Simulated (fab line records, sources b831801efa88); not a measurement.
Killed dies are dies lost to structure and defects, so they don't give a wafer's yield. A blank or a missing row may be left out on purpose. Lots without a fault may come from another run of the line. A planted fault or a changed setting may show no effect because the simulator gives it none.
Which tool did it? | flow gf180mcu | 15 lots, 43 wafers sampled, at 5 steps of a route of 602

WHAT THE GAUGES READ, wafer by wafer
GF_STI_BOW_MEAS_00. Usual: INCOMING_BOW 1 um, standard deviation 6.
lot  | measured    | on            | INCOMING_BOW (um) | flag
L531 | day 1 10:00 | film_metro-03 | -4 -2 -10         |
L532 | day 1 15:00 | film_metro-03 | -8 6 0            |
L533 | day 1 20:01 | film_metro-03 | 1 10 -2           |
L534 | day 2 01:00 | film_metro-04 | 4 9 -1            |
L535 | day 2 06:00 | film_metro-03 | -2 -3 5           |
L536 | day 2 11:04 | film_metro-04 | 3 -4 5            |
L537 | day 2 16:00 | film_metro-04 | 5 7 2             |
L538 | day 2 21:01 | film_metro-03 | 2 -13 -8          |
L539 | day 3 02:00 | film_metro-02 | 6 -4 2            |
L540 | day 3 07:00 | film_metro-03 | 1 0 -4            |
L542 | day 3 17:00 | film_metro-03 | 1 6 -5            |
L549 | day 5 04:05 | film_metro-02 | -3 7              |
L550 | day 5 09:04 | film_metro-03 | -4 2              |
L551 | day 5 14:00 | film_metro-04 | 6 -6 5            |
L554 | day 6 05:01 | film_metro-03 | 5 8 -2            |

GF_VT_IMPLANT_TW_MEAS_32. Usual: VT_IMPLANT_3_TW 269.3, standard deviation 1.6.
lot  | measured     | on            | VT_IMPLANT_3_TW   | flag
L531 | day 6 20:11  | film_metro-01 | 270.2 270.6 268.5 |
L532 | day 7 02:11  | film_metro-01 | 269.8 271.5 270.9 |
L533 | day 7 09:20  | film_metro-01 | 270.6 270.0 269.7 |
L534 | day 7 16:57  | film_metro-01 | 269.8 271.1 271.4 |
L535 | day 8 00:52  | film_metro-01 | 269.9 270.0 270.4 |
L536 | day 8 06:37  | film_metro-02 | 269.9 269.1 267.7 |
L537 | day 8 14:37  | film_metro-01 | 269.1 269.3 268.7 |
L538 | day 8 19:13  | film_metro-02 | 269.0 268.8 269.7 |
L539 | day 9 02:32  | film_metro-01 | 269.7 269.2 269.1 |
L540 | day 9 08:47  | film_metro-04 | 267.3 267.4 268.0 |
L542 | day 9 20:52  | film_metro-04 | 267.1 268.4 267.9 |
L549 | day 11 19:49 | film_metro-02 | 269.6 269.0       |
L550 | day 12 00:17 | film_metro-02 | 268.0 268.6       |
L551 | day 12 08:19 | film_metro-04 | 268.7 267.8 267.8 |
L554 | day 13 01:55 | film_metro-01 | 268.9 269.9 269.2 |

GF_CONTACT_OVL_MEAS_15. Usual: CONTACT_OVL 2 nm, standard deviation 5.2.
lot  | measured     | on         | CONTACT_OVL (nm) | flag
L531 | day 16 01:19 | overlay-01 | 2 -3 -1          |
L532 | day 16 08:04 | overlay-01 | 3 0 1            |
L533 | day 16 19:28 | overlay-02 | 10 15 2          |
L534 | day 17 05:52 | overlay-01 | 2 7 -4           |
L535 | day 17 13:53 | overlay-02 | -1 4 4           |
L536 | day 18 01:23 | overlay-02 | 4 7 4            |
L537 | day 18 12:13 | overlay-02 | 6 5 9            |
L538 | day 18 22:19 | overlay-02 | 1 -8 -1          |
L539 | day 19 05:25 | overlay-02 | -2 4 6           |
L540 | day 19 13:49 | overlay-02 | -4 3 -2          |
L542 | day 20 04:13 | overlay-02 | 8 6 0            |
L549 | day 22 16:25 | overlay-01 | -1 -6            |
L550 | day 22 23:04 | overlay-02 | 7 -3             |
L551 | day 23 09:20 | overlay-01 | 15 3 6           |
L554 | day 24 03:50 | overlay-01 | 5 6 11           |

WHICH TOOL RAN EACH LOT (tool, then ch and the chambers of the sampled wafers, then the start)
lot  | GF_STI_ETCH_14                  | GF_STI_STRIP_15
L531 | rie_si-02 ch 1,2,3, day 2 02:13 | plasma_asher-02 ch 0,1, day 2 02:17
L532 | rie_si-01 ch 0,1,3, day 2 06:35 | plasma_asher-03 ch 0,1, day 2 06:40
L533 | rie_si-01 ch 2,3, day 2 11:23   | plasma_asher-03 ch 0,1, day 2 11:28
L534 | rie_si-01 ch 1,2,3, day 2 16:47 | plasma_asher-02 ch 0,1, day 2 16:52
L535 | rie_si-01 ch 0,3, day 2 22:28   | plasma_asher-03 ch 0,1, day 2 22:32
L536 | rie_si-02 ch 0,1,3, day 3 02:50 | plasma_asher-01 ch 0,1, day 3 02:57
L537 | rie_si-02 ch 0,3, day 3 08:18   | plasma_asher-03 ch 0,1, day 3 08:22
L538 | rie_si-02 ch 1,2,3, day 3 13:47 | plasma_asher-01 ch 0,1, day 3 13:52
L539 | rie_si-01 ch 0,1,2, day 3 18:46 | plasma_asher-03 ch 1, day 3 18:50
L540 | rie_si-01 ch 0,1,3, day 3 23:41 | plasma_asher-01 ch 0,1, day 3 23:46
L542 | rie_si-02 ch 0,2, day 4 10:05   | plasma_asher-01 ch 0,1, day 4 10:10
L549 | rie_si-02 ch 0,1, day 5 22:14   | plasma_asher-02 ch 0,1, day 5 22:20
L550 | rie_si-02 ch 1,3, day 6 02:23   | plasma_asher-02 ch 0,1, day 6 02:30
L551 | rie_si-02 ch 1,2,3, day 6 09:07 | plasma_asher-01 ch 1, day 6 09:11
L554 | rie_si-01 ch 1,2,3, day 7 00:00 | plasma_asher-01 ch 0,1, day 7 00:04
- GF_STI_ETCH_14: etches Si in HBr/Cl2/O2, target depth 360 nm, time 102.9 s.
- GF_STI_STRIP_15: strips in O2/N2.

WHAT THE TOOLS THEMSELVES READ (means of the sampled wafers that have a number; where no wafer has one, the mark that the record gives instead)
GF_STI_ETCH_14. Usual: drypump_motor_current_A 5.7 A, standard deviation 0.43; he_backside_leak_sccm 2.82 sccm, standard deviation 0.25; oes_product_au 0.998 a.u., standard deviation 0.0072; run_length_s 131.1 s, standard deviation 0.37; throttle_valve_pct 25.657 %, standard deviation 0.0096.
lot  | tool      | drypump_motor_current_A (A) | he_backside_leak_sccm (sccm) | oes_product_au (a.u.) | run_length_s (s) | throttle_valve_pct (%) | flag
L531 | rie_si-02 | 5.8                         | 2.69                         | 1.004                 | 131.3            | 25.654                 |
L532 | rie_si-01 | 5.3                         | 2.81                         | 1.002                 | 131.0            | 25.644                 |
L533 | rie_si-01 | 5.7                         | 2.87                         | 1.002                 | 130.4            | 25.657                 |
L534 | rie_si-01 | 5.7                         | 2.81                         | 0.993                 | 130.7            | 25.655                 |
L535 | rie_si-01 | 5.1                         | 2.77                         | 1.000                 | 131.3            | 25.654                 |
L536 | rie_si-02 | 6.0                         | 2.89                         | 1.004                 | 131.2            | 25.653                 |
L537 | rie_si-02 | 5.9                         | 3.55                         | 0.994                 | 131.1            | 25.656                 |
L538 | rie_si-02 | 5.8                         | 2.80                         | 1.002                 | 131.4            | 25.657                 |
L539 | rie_si-01 | 5.5                         | 2.89                         | 0.988                 | 131.3            | 25.671                 |
L540 | rie_si-01 | 5.3                         | 2.72                         | 0.997                 | 131.0            | 25.652                 |
L542 | rie_si-02 | 6.2                         | 2.76                         | 0.998                 | 131.0            | 25.657                 |
L549 | rie_si-02 | 6.2                         | 2.98                         | 1.001                 | 107.9            | 25.657                 | OFF
L550 | rie_si-02 | 5.9                         | 2.87                         | 1.002                 | 107.7            | 25.645                 | OFF
L551 | rie_si-02 | 5.8                         | 2.75                         | 1.001                 | 115.7            | 25.654                 | OFF
L554 | rie_si-01 | 5.7                         | 2.67                         | 0.994                 | 130.7            | 25.666                 |

GF_STI_STRIP_15. Usual: drypump_motor_current_A 5.6 A, standard deviation 0.34; heater_power_w 338 W, standard deviation 40; oes_product_au 0.384 a.u., standard deviation 0.0046; strip_time_to_endpoint_s 3.73 s, standard deviation 0.033.
lot  | tool            | drypump_motor_current_A (A) | heater_power_w (W) | oes_product_au (a.u.) | strip_time_to_endpoint_s (s) | flag
L531 | plasma_asher-02 | 5.7                         | 323                | 0.384                 | 3.70                         |
L532 | plasma_asher-03 | 5.5                         | 353                | 0.381                 | 3.71                         |
L533 | plasma_asher-03 | 5.8                         | 354                | 0.383                 | 3.69                         |
L534 | plasma_asher-02 | 5.6                         | 330                | 0.386                 | 3.76                         |
L535 | plasma_asher-03 | 5.8                         | 353                | 0.385                 | 3.70                         |
L536 | plasma_asher-01 | 5.5                         | 310                | 0.384                 | 3.66                         |
L537 | plasma_asher-03 | 5.5                         | 353                | 0.383                 | 3.75                         |
L538 | plasma_asher-01 | 5.6                         | 310                | 0.385                 | 3.71                         |
L539 | plasma_asher-03 | 5.3                         | 345                | 0.383                 | 3.73                         |
L540 | plasma_asher-01 | 5.6                         | 312                | 0.378                 | 3.73                         |
L542 | plasma_asher-01 | 5.6                         | 311                | 0.384                 | 3.77                         |
L549 | plasma_asher-02 | 5.6                         | 347                | 0.395                 | 4.00                         | OFF
L550 | plasma_asher-02 | 5.6                         | 341                | 0.403                 | 4.00                         | OFF
L551 | plasma_asher-01 | 5.2                         | 329                | 0.392                 | 3.95                         | OFF
L554 | plasma_asher-01 | 5.8                         | 291                | 0.387                 | 3.75                         |

THE ANSWER, worked out from the rows above alone
Rule: a lot is off if the mean of its wafers that have a number lies more than 3 standard deviations from the usual mean. A lot without any number at a reading at which 4 lots or more have one is off too. The other lots that the step has rows for count as sound. The gauges are gone through in route order, then the tools' own readings, and for those a lot's mean is taken as printed above. The first step at which some lot is off is used, and at that step the reading that is off furthest; a lot without a number counts as furthest.
Off: L549, L550, L551, at GF_STI_ETCH_14 (run_length_s).
A tool fits if, at that step or a process step before it, it ran every lot that is off, and no sound lot after the first of them. One fits: rie_si-02 at GF_STI_ETCH_14. Its last sound lot is L542 (day 4 10:05), its first lot that is off L549 (day 5 22:14): a fault that began between those two fits.
The tool's own readings at GF_STI_ETCH_14 bear it out: on the lots that are off they differ by more than 5 times the standard deviation of the sound lots' means. run_length_s reads 110.4 s there against 131.0 s on the sound lots.

WHAT THE SIMULATOR HAD PUT IN
Process parameter drift: rie_si-02, from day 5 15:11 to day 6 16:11, at GF_STI_ETCH_14. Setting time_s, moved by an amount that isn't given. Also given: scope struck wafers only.
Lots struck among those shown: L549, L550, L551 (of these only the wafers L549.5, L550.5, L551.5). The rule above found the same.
